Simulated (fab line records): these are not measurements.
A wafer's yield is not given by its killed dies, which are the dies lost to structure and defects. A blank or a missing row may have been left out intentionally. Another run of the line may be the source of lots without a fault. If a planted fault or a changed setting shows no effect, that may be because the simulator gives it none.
Which tool did it? :: flow sfq-line :: 14 lots with 42 wafers sampled at 4 steps, on a route of 325 steps

== WHAT THE GAUGES SHOWED, per wafer ==
Not one reading of a measure or inspect step in the record can be checked against a usual standard deviation.

== EACH LOT AND THE TOOL THAT RAN IT (in order: tool; ch and the chambers of the sampled wafers; start) ==
lot: L330
SFQ_TRILAYER_I4_VIA_BARC_OPEN_VIA_ETCH_146: rie-diel-03 ch 1,2, day 45 04:31
SFQ_TRILAYER_I4_VIA_STRIP_STRIP_107: rie-metal-01 ch 0,1, day 45 04:52
SFQ_TRILAYER_R5_ETCH_METAL_ETCH_139: rie-metal-04 ch 0,1, day 56 15:33
SFQ_TRILAYER_C5_STRIP_STRIP_155: rie-metal-02 ch 0,1, day 66 14:28

lot: L331
SFQ_TRILAYER_I4_VIA_BARC_OPEN_VIA_ETCH_146: rie-diel-02 ch 0,1,3, day 45 14:30
SFQ_TRILAYER_I4_VIA_STRIP_STRIP_107: rie-metal-04 ch 1, day 45 14:52
SFQ_TRILAYER_R5_ETCH_METAL_ETCH_139: rie-metal-01 ch 1, day 56 16:44
SFQ_TRILAYER_C5_STRIP_STRIP_155: rie-metal-04 ch 1, day 66 16:40

lot: L332
SFQ_TRILAYER_I4_VIA_BARC_OPEN_VIA_ETCH_146: rie-diel-01 ch 1,2,3, day 50 23:54
SFQ_TRILAYER_I4_VIA_STRIP_STRIP_107: rie-metal-04 ch 0,1, day 51 00:03
SFQ_TRILAYER_R5_ETCH_METAL_ETCH_139: rie-metal-01 ch 1, day 56 22:47
SFQ_TRILAYER_C5_STRIP_STRIP_155: rie-metal-02 ch 0,1, day 67 00:20

lot: L333
SFQ_TRILAYER_I4_VIA_BARC_OPEN_VIA_ETCH_146: rie-diel-01 ch 1,2,3, day 51 06:56
SFQ_TRILAYER_I4_VIA_STRIP_STRIP_107: rie-metal-01 ch 0,1, day 51 07:05
SFQ_TRILAYER_R5_ETCH_METAL_ETCH_139: rie-metal-01 ch 1, day 57 10:56
SFQ_TRILAYER_C5_STRIP_STRIP_155: rie-metal-03 ch 0,1, day 67 12:20

lot: L334
SFQ_TRILAYER_I4_VIA_BARC_OPEN_VIA_ETCH_146: rie-diel-01 ch 0,1,3, day 51 12:56
SFQ_TRILAYER_I4_VIA_STRIP_STRIP_107: rie-metal-02 ch 0,1, day 51 13:05
SFQ_TRILAYER_R5_ETCH_METAL_ETCH_139: rie-metal-03 ch 0,1, day 58 01:23
SFQ_TRILAYER_C5_STRIP_STRIP_155: rie-metal-03 ch 0,1, day 67 21:56

lot: L335
SFQ_TRILAYER_I4_VIA_BARC_OPEN_VIA_ETCH_146: rie-diel-01 ch 0,1,3, day 51 19:14
SFQ_TRILAYER_I4_VIA_STRIP_STRIP_107: rie-metal-01 ch 0,1, day 51 19:23
SFQ_TRILAYER_R5_ETCH_METAL_ETCH_139: rie-metal-04 ch 0,1, day 58 03:47
SFQ_TRILAYER_C5_STRIP_STRIP_155: rie-metal-03 ch 0,1, day 68 01:39

lot: L336
SFQ_TRILAYER_I4_VIA_BARC_OPEN_VIA_ETCH_146: rie-diel-02 ch 1,2,3, day 51 21:38
SFQ_TRILAYER_I4_VIA_STRIP_STRIP_107: rie-metal-01 ch 1, day 51 21:47
SFQ_TRILAYER_R5_ETCH_METAL_ETCH_139: rie-metal-04 ch 0,1, day 58 10:59
SFQ_TRILAYER_C5_STRIP_STRIP_155: rie-metal-04 ch 1, day 68 08:51

lot: L337
SFQ_TRILAYER_I4_VIA_BARC_OPEN_VIA_ETCH_146: rie-diel-03 ch 0,1,3, day 52 09:40
SFQ_TRILAYER_I4_VIA_STRIP_STRIP_107: rie-metal-01 ch 0,1, day 52 09:59
SFQ_TRILAYER_R5_ETCH_METAL_ETCH_139: rie-metal-01 ch 0,1, day 58 19:31
SFQ_TRILAYER_C5_STRIP_STRIP_155: rie-metal-04 ch 0,1, day 68 12:51

lot: L338
SFQ_TRILAYER_I4_VIA_BARC_OPEN_VIA_ETCH_146: rie-diel-01 ch 0,2,3, day 53 10:54
SFQ_TRILAYER_I4_VIA_STRIP_STRIP_107: rie-metal-02 ch 0,1, day 53 11:16
SFQ_TRILAYER_R5_ETCH_METAL_ETCH_139: rie-metal-03 ch 0,1, day 59 14:43
SFQ_TRILAYER_C5_STRIP_STRIP_155: rie-metal-04 ch 0,1, day 69 11:39

lot: L339
SFQ_TRILAYER_I4_VIA_BARC_OPEN_VIA_ETCH_146: rie-diel-01 ch 0,3, day 54 12:27
SFQ_TRILAYER_I4_VIA_STRIP_STRIP_107: rie-metal-02 ch 1, day 54 12:36
SFQ_TRILAYER_R5_ETCH_METAL_ETCH_139: rie-metal-01 ch 0,1, day 60 09:54
SFQ_TRILAYER_C5_STRIP_STRIP_155: rie-metal-02 ch 0, day 69 18:39

lot: L340
SFQ_TRILAYER_I4_VIA_BARC_OPEN_VIA_ETCH_146: rie-diel-02 ch 0,1, day 54 13:39
SFQ_TRILAYER_I4_VIA_STRIP_STRIP_107: rie-metal-04 ch 0,1, day 54 13:48
SFQ_TRILAYER_R5_ETCH_METAL_ETCH_139: rie-metal-03 ch 0,1, day 60 14:42
SFQ_TRILAYER_C5_STRIP_STRIP_155: rie-metal-03 ch 0,1, day 69 21:03

lot: L341
SFQ_TRILAYER_I4_VIA_BARC_OPEN_VIA_ETCH_146: rie-diel-02 ch 0,3, day 55 05:14
SFQ_TRILAYER_I4_VIA_STRIP_STRIP_107: rie-metal-01 ch 0,1, day 55 05:23
SFQ_TRILAYER_R5_ETCH_METAL_ETCH_139: rie-metal-04 ch 0,1, day 61 05:59
SFQ_TRILAYER_C5_STRIP_STRIP_155: rie-metal-04 ch 1, day 70 10:36

lot: L347
SFQ_TRILAYER_I4_VIA_BARC_OPEN_VIA_ETCH_146: rie-diel-02 ch 0,1,2, day 57 21:23
SFQ_TRILAYER_I4_VIA_STRIP_STRIP_107: rie-metal-02 ch 0,1, day 57 21:45
SFQ_TRILAYER_R5_ETCH_METAL_ETCH_139: rie-metal-01 ch 0,1, day 63 19:27
SFQ_TRILAYER_C5_STRIP_STRIP_155: rie-metal-02 ch 0,1, day 73 05:02

lot: L349
SFQ_TRILAYER_I4_VIA_BARC_OPEN_VIA_ETCH_146: rie-diel-03 ch 1,2,3, day 58 01:31
SFQ_TRILAYER_I4_VIA_STRIP_STRIP_107: rie-metal-01 ch 0, day 58 01:40
SFQ_TRILAYER_R5_ETCH_METAL_ETCH_139: rie-metal-01 ch 0,1, day 64 03:50
SFQ_TRILAYER_C5_STRIP_STRIP_155: rie-metal-02 ch 0,1, day 73 13:22
- SFQ_TRILAYER_I4_VIA_BARC_OPEN_VIA_ETCH_146: etches BARC in O2, target depth 125 nm, time 41.7 s.
- SFQ_TRILAYER_I4_VIA_STRIP_STRIP_107: strips in O2.
- SFQ_TRILAYER_R5_ETCH_METAL_ETCH_139: etches the open film in Cl2, stops on SiO2, target depth 60 nm, time 40 s.
- SFQ_TRILAYER_C5_STRIP_STRIP_155: strips in O2.

== AS READ BY THE TOOLS THEMSELVES (means over the sampled wafers that have a number; for cases with no such wafer, the mark the record gives instead) ==
SFQ_TRILAYER_I4_VIA_BARC_OPEN_VIA_ETCH_146. Usual: drypump-motor-current-A 5.7 A, standard deviation 0.38; oes-product-au 0.686 a.u., standard deviation 0.0041.
lot: L330
tool: rie-diel-03
drypump-motor-current-A (A): 5.8
oes-product-au (a.u.): 0.686
flag: 

lot: L331
tool: rie-diel-02
drypump-motor-current-A (A): 5.5
oes-product-au (a.u.): 0.688
flag: 

lot: L332
tool: rie-diel-01
drypump-motor-current-A (A): 6.0
oes-product-au (a.u.): 0.688
flag: 

lot: L333
tool: rie-diel-01
drypump-motor-current-A (A): 5.9
oes-product-au (a.u.): 0.683
flag: 

lot: L334
tool: rie-diel-01
drypump-motor-current-A (A): 5.7
oes-product-au (a.u.): 0.687
flag: 

lot: L335
tool: rie-diel-01
drypump-motor-current-A (A): 5.7
oes-product-au (a.u.): 0.690
flag: 

lot: L336
tool: rie-diel-02
drypump-motor-current-A (A): 5.8
oes-product-au (a.u.): 0.687
flag: 

lot: L337
tool: rie-diel-03
drypump-motor-current-A (A): 5.7
oes-product-au (a.u.): 0.686
flag: 

lot: L338
tool: rie-diel-01
drypump-motor-current-A (A): 5.9
oes-product-au (a.u.): 0.686
flag: 

lot: L339
tool: rie-diel-01
drypump-motor-current-A (A): 5.8
oes-product-au (a.u.): 0.687
flag: 

lot: L340
tool: rie-diel-02
drypump-motor-current-A (A): 5.4
oes-product-au (a.u.): 0.688
flag: 

lot: L341
tool: rie-diel-02
drypump-motor-current-A (A): 5.3
oes-product-au (a.u.): 0.685
flag: 

lot: L347
tool: rie-diel-02
drypump-motor-current-A (A): 5.7
oes-product-au (a.u.): 0.684
flag: 

lot: L349
tool: rie-diel-03
drypump-motor-current-A (A): 5.8
oes-product-au (a.u.): 0.684
flag: 

SFQ_TRILAYER_I4_VIA_STRIP_STRIP_107. Usual: drypump-motor-current-A 5.9 A, standard deviation 0.44; oes-product-au 0.997 a.u., standard deviation 0.0071.
lot: L330
tool: rie-metal-01
drypump-motor-current-A (A): 6.3
oes-product-au (a.u.): 0.994
flag: 

lot: L331
tool: rie-metal-04
drypump-motor-current-A (A): 5.8
oes-product-au (a.u.): 0.995
flag: 

lot: L332
tool: rie-metal-04
drypump-motor-current-A (A): 5.6
oes-product-au (a.u.): 1.001
flag: 

lot: L333
tool: rie-metal-01
drypump-motor-current-A (A): 6.3
oes-product-au (a.u.): 1.001
flag: 

lot: L334
tool: rie-metal-02
drypump-motor-current-A (A): 6.0
oes-product-au (a.u.): 0.999
flag: 

lot: L335
tool: rie-metal-01
drypump-motor-current-A (A): 6.3
oes-product-au (a.u.): 0.993
flag: 

lot: L336
tool: rie-metal-01
drypump-motor-current-A (A): 5.9
oes-product-au (a.u.): 0.998
flag: 

lot: L337
tool: rie-metal-01
drypump-motor-current-A (A): 6.3
oes-product-au (a.u.): 1.001
flag: 

lot: L338
tool: rie-metal-02
drypump-motor-current-A (A): 5.7
oes-product-au (a.u.): 0.992
flag: 

lot: L339
tool: rie-metal-02
drypump-motor-current-A (A): 5.4
oes-product-au (a.u.): 1.000
flag: 

lot: L340
tool: rie-metal-04
drypump-motor-current-A (A): 5.6
oes-product-au (a.u.): 1.004
flag: 

lot: L341
tool: rie-metal-01
drypump-motor-current-A (A): 6.2
oes-product-au (a.u.): 0.997
flag: 

lot: L347
tool: rie-metal-02
drypump-motor-current-A (A): 5.7
oes-product-au (a.u.): 1.000
flag: 

lot: L349
tool: rie-metal-01
drypump-motor-current-A (A): 6.5
oes-product-au (a.u.): 0.990
flag: 

SFQ_TRILAYER_R5_ETCH_METAL_ETCH_139. Usual: drypump-motor-current-A 5.9 A, standard deviation 0.42; oes-product-au 0.993 a.u., standard deviation 0.0046.
lot: L330
tool: rie-metal-04
drypump-motor-current-A (A): 5.3
oes-product-au (a.u.): 0.995
flag: 

lot: L331
tool: rie-metal-01
drypump-motor-current-A (A): 5.9
oes-product-au (a.u.): 0.996
flag: 

lot: L332
tool: rie-metal-01
drypump-motor-current-A (A): 5.9
oes-product-au (a.u.): 0.990
flag: 

lot: L333
tool: rie-metal-01
drypump-motor-current-A (A): 5.9
oes-product-au (a.u.): 0.997
flag: 

lot: L334
tool: rie-metal-03
drypump-motor-current-A (A): 6.1
oes-product-au (a.u.): 0.989
flag: 

lot: L335
tool: rie-metal-04
drypump-motor-current-A (A): 5.6
oes-product-au (a.u.): 0.996
flag: 

lot: L336
tool: rie-metal-04
drypump-motor-current-A (A): 5.6
oes-product-au (a.u.): 0.993
flag: 

lot: L337
tool: rie-metal-01
drypump-motor-current-A (A): 6.3
oes-product-au (a.u.): 0.992
flag: 

lot: L338
tool: rie-metal-03
drypump-motor-current-A (A): 6.1
oes-product-au (a.u.): 0.993
flag: 

lot: L339
tool: rie-metal-01
drypump-motor-current-A (A): 6.2
oes-product-au (a.u.): 0.991
flag: 

lot: L340
tool: rie-metal-03
drypump-motor-current-A (A): 6.0
oes-product-au (a.u.): 0.995
flag: 

lot: L341
tool: rie-metal-04
drypump-motor-current-A (A): 5.3
oes-product-au (a.u.): 0.990
flag: 

lot: L347
tool: rie-metal-01
drypump-motor-current-A (A): 6.1
oes-product-au (a.u.): 0.925
flag: OFF

lot: L349
tool: rie-metal-01
drypump-motor-current-A (A): 6.3
oes-product-au (a.u.): 0.853
flag: OFF

SFQ_TRILAYER_C5_STRIP_STRIP_155. Usual: drypump-motor-current-A 5.8 A, standard deviation 0.4; oes-product-au 1.000 a.u., standard deviation 0.0074.
lot: L330
tool: rie-metal-02
drypump-motor-current-A (A): 5.7
oes-product-au (a.u.): 0.988
flag: 

lot: L331
tool: rie-metal-04
drypump-motor-current-A (A): 5.9
oes-product-au (a.u.): 1.005
flag: 

lot: L332
tool: rie-metal-02
drypump-motor-current-A (A): 5.7
oes-product-au (a.u.): 0.991
flag: 

lot: L333
tool: rie-metal-03
drypump-motor-current-A (A): 6.1
oes-product-au (a.u.): 1.009
flag: 

lot: L334
tool: rie-metal-03
drypump-motor-current-A (A): 6.1
oes-product-au (a.u.): 1.007
flag: 

lot: L335
tool: rie-metal-03
drypump-motor-current-A (A): 6.0
oes-product-au (a.u.): 1.005
flag: 

lot: L336
tool: rie-metal-04
drypump-motor-current-A (A): 5.8
oes-product-au (a.u.): 1.001
flag: 

lot: L337
tool: rie-metal-04
drypump-motor-current-A (A): 5.6
oes-product-au (a.u.): 0.999
flag: 

lot: L338
tool: rie-metal-04
drypump-motor-current-A (A): 5.6
oes-product-au (a.u.): 1.002
flag: 

lot: L339
tool: rie-metal-02
drypump-motor-current-A (A): 6.3
oes-product-au (a.u.): 0.991
flag: 

lot: L340
tool: rie-metal-03
drypump-motor-current-A (A): 6.0
oes-product-au (a.u.): 0.995
flag: 

lot: L341
tool: rie-metal-04
drypump-motor-current-A (A): 5.8
oes-product-au (a.u.): 0.999
flag: 

lot: L347
tool: rie-metal-02
drypump-motor-current-A (A): 6.0
oes-product-au (a.u.): 0.993
flag: 

lot: L349
tool: rie-metal-02
drypump-motor-current-A (A): 6.0
oes-product-au (a.u.): 1.003
flag: 

== THE ANSWER, worked out from the rows above alone ==
Rule: a lot is off if the mean of its wafers that have a number lies more than 3 standard deviations from the usual mean. Also off: a lot with no number at a reading for which 4 or more lots have one. All remaining lots with rows at the step are treated as sound. Order of review: gauges by route order, followed by the tools' own readings, for which a lot's mean as printed above is used. The first step at which some lot is off is used, and at that step the reading that is off furthest; a lot without a number counts as furthest.
Off, at SFQ_TRILAYER_R5_ETCH_METAL_ETCH_139 on oes-product-au: L347, L349.
A tool fits if, at that step or a process step before it, it ran every lot that is off, and no sound lot after the first of them. One fits: SFQ_TRILAYER_R5_ETCH_METAL_ETCH_139 on rie-metal-01. Its last sound lot is L339 (day 60 09:54), its first lot that is off L347 (day 63 19:27): a fault that began between those two fits.
The tool's own readings at SFQ_TRILAYER_R5_ETCH_METAL_ETCH_139 bear it out: on the lots that are off they differ by more than 5 times the standard deviation of the sound lots' means. oes-product-au reads 0.889 a.u. there against 0.993 a.u. on the sound lots.

== WHAT THE SIMULATOR PUT IN ==
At SFQ_TRILAYER_R5_ETCH_METAL_ETCH_139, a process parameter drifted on rie-metal-01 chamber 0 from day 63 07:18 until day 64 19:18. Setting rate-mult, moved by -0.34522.
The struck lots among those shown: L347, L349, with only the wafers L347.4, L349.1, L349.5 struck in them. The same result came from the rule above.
